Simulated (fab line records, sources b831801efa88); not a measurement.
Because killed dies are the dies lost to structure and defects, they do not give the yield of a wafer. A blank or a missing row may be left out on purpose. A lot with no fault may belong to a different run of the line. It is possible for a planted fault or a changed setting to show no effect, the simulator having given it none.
The tool behind it: which one? + flow sky130 + at 1 step of a route of 708, 24 lots with 72 wafers sampled

## WHAT THE GAUGES SHOWED, per wafer
SKY_SD_N_RS_MEAS_18: a four-point-probe measurement.
| lot  | measured     | on            | RES_XHIGH_RS (ohm/sq) |
|------|--------------|---------------|-----------------------|
| L075 | day 27 17:21 | film-metro-02 | 332.2 331.8 333.3     |
| L074 | day 27 18:22 | film-metro-03 | 331.0 331.9 332.3     |
| L076 | day 29 12:26 | film-metro-03 | 335.4 336.4 334.6     |
| L077 | day 29 13:52 | film-metro-03 | 332.1 332.9 331.2     |
| L078 | day 33 00:16 | film-metro-03 | 333.6 334.8 334.6     |
| L079 | day 33 02:20 | film-metro-03 | 333.8 334.6 334.1     |
| L080 | day 33 03:18 | film-metro-02 | 332.1 332.5 333.1     |
| L083 | day 33 04:37 | film-metro-04 | 333.7 334.9 335.1     |
| L085 | day 33 04:52 | film-metro-02 | 334.2 333.9 333.9     |
| L081 | day 33 05:09 | film-metro-04 | 332.7 332.6 334.4     |
| L084 | day 33 06:52 | film-metro-03 | 334.4 334.2 334.6     |
| L082 | day 33 07:07 | film-metro-04 | 333.1 332.9 333.9     |
| L086 | day 33 08:17 | film-metro-02 | 334.6 334.6 335.4     |
| L088 | day 33 12:55 | film-metro-02 | 332.7 333.6 333.9     |
| L087 | day 33 13:40 | film-metro-04 | 332.5 335.0 333.1     |
| L089 | day 33 13:56 | film-metro-02 | 330.9 330.3 330.6     |
| L090 | day 33 15:38 | film-metro-04 | 334.2 333.8 332.6     |
| L091 | day 33 15:49 | film-metro-03 | 332.2 330.7 332.9     |
| L092 | day 33 17:38 | film-metro-02 | 333.2 332.5 332.3     |
| L093 | day 34 01:51 | film-metro-03 | 332.9 331.9 332.0     |
| L094 | day 34 05:16 | film-metro-02 | 332.7 333.0 332.6     |
| L095 | day 34 08:44 | film-metro-03 | 332.7 332.7 332.9     |
| L096 | day 34 16:10 | film-metro-03 | 334.4 333.9 334.1     |
| L097 | day 35 05:16 | film-metro-04 | 332.6 334.7 333.6     |

## WHICH TOOL RAN EACH LOT (tool, then ch and the chambers of the sampled wafers, then the start)
There is no process step in the record ahead of these readings.

## AS READ BY THE TOOLS THEMSELVES (means over the sampled wafers that have a number; for cases with no such wafer, the mark the record gives instead)
The record holds no such reading with a usual standard deviation.

## THE ANSWER, worked out from the rows above alone
Rule: the lots themselves supply what counts as usual. Put in order of their means at a reading, lots are off if they are a third of the lots or fewer, leave a main group of 4 or more, and stand apart from it by a gap of 3 or more times the standard deviation of the main group's means; of several such gaps the widest counts. If all means in a main group match to the digits the tables above print for the reading, that group is not used. Also off: a lot with no number at a reading for which 4 or more lots have one. Any other lot the step has rows for is counted as sound. Order of review: gauges by route order, followed by the tools' own readings, for which a lot's mean as printed above is used. At the first step where some lot is off, the reading lying furthest off is the one used; lots without a number count as furthest.
No lot is off at any reading shown: from this, nothing can be told.

## WHAT HAD BEEN PUT IN BY THE SIMULATOR
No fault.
